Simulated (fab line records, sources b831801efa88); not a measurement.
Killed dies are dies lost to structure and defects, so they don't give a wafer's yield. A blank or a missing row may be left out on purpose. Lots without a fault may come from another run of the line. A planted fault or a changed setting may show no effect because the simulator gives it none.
Which tool did it? | flow sky130 | 7 lots, 21 wafers sampled, at 1 step of a route of 708

WHAT THE GAUGES READ, wafer by wafer
SKY_METAL1_OVL_MEAS_16.
lot  | measured     | on         | METAL1_OVL (nm)
L824 | day 32 17:21 | overlay-02 | 1 -7 -4
L830 | day 34 22:52 | overlay-02 | -14 -8 -8
L832 | day 35 16:46 | overlay-02 | -10 -2 -9
L834 | day 36 03:53 | overlay-01 | 8 6 6
L840 | day 38 07:28 | overlay-01 | 5 6 6
L844 | day 39 04:58 | overlay-01 | -6 1 4
L845 | day 39 11:46 | overlay-02 | 0 -5 -4

WHICH TOOL RAN EACH LOT (tool, then ch and the chambers of the sampled wafers, then the start)
The record holds no process step before these readings.

THE ANSWER, worked out from the rows above alone
Rule: what is usual is taken from the lots themselves. Put in order of their means at a reading, lots are off if they are a third of the lots or fewer, leave a main group of 4 or more, and stand apart from it by a gap of 3 or more times the standard deviation of the main group's means; of several such gaps the widest counts. A main group whose means are all the same, to the digits that the tables above print for the reading, isn't used. A lot without any number at a reading at which 4 lots or more have one is off too. The other lots that the step has rows for count as sound.
No lot is off at any reading shown: from this, nothing can be told.

WHAT THE SIMULATOR HAD PUT IN
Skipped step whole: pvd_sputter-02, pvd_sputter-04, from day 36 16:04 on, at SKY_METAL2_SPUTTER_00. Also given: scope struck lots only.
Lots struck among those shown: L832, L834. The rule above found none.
